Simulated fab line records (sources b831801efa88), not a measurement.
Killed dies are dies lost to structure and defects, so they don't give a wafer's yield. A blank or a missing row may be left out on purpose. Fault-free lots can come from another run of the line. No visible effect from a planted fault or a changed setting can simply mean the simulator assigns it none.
Code-filled problem report in 8D (eight disciplines) form -- flow sky130 -- the parts of the form that need people (team, actions taken, sign-off) are left out

1. THE PROBLEM
Wafers without a fault read 99.99 W, standard deviation 0.26; bias-w at SKY_VIA2_ETCH_14 reads a mean of 88.04 W on 5 wafers belonging to 2 lots. That is -46 standard deviations from the usual mean.
The step: etches BARC in N2/H2, stops on SiO2, time 45.9 s, target depth 60 nm.
First seen on wafer L859.2, day 39 10:57, on rie-diel-03. Wafers with a number at this step in the record: 35, from 12 lots. By rule, "out" or "out of limits" means more than 4 standard deviations away from the usual mean. All remaining wafers that have a number are taken as sound.

2. WHAT IT IS, WHAT IT ISN'T
question,is,is not
which readings at this step,bias-w,"drypump-motor-current-A, throttle-valve-pct"
which lots,"L859, L862","L849, L852, L857, L858, L863, L865, L866, L867, L870, L871"
which wafers of those lots,all that have a number,-
read on which tools,rie-diel-03,"rie-diel-02, rie-diel-04"
when,from day 39 10:57,"up to then (12 sound wafers); but 18 sound wafers of L863, L865, L866, L867, L870, L871 came after"

3. WHAT RULES OUT EACH SUSPECT
Counting: any tool at a process step up to the reading is kept as a suspect provided that every lot that is out went through it and no sound lot did after the first of them.
- rie-diel-03 at SKY_VIA2_ETCH_14 (etches BARC in N2/H2, stops on SiO2, time 45.9 s, target depth 60 nm): ruled out as a lasting fault. Sound lots L871 ran on it after its first lot that is out, L859 (day 39 10:57).
Left after counting: nothing in the record.

4. THE CAUSE (what the simulator had put in)
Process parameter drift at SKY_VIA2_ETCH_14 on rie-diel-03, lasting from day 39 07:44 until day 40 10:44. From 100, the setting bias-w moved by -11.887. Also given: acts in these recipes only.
Counting ruled it out, wrongly.

5. THE EFFECT CHAIN, in route order
One row per reading whose mean, taken over the struck wafers that have a number, lies over 3 standard deviations from the usual. Readings are gone through only where the record gives a usual standard deviation; hours: the median, over the lots, of the time from a lot's start at the first step in this table giving one to that lot's start at this step; sigmas: the change measured in usual standard deviations.
hours,step,reading,usual,on struck wafers,change,sigmas
0,SKY_VIA2_ETCH_14,bias-w,99.99 W,88.04,-11.95,-46
Here are the process steps it includes:
- SKY_VIA2_ETCH_14: etches BARC in N2/H2, stops on SiO2, time 45.9 s, target depth 60 nm.
Later steps that measure or inspect, where all struck wafers having a row at the step show a number for every such reading and not one has moved that far: SKY_CAPM_THK_MEAS_04.

6. WHAT WOULD HAVE CAUGHT IT SOONER
In this record the first reading out of limits was taken at day 39 10:57, 3 hours after the fault began at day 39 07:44.
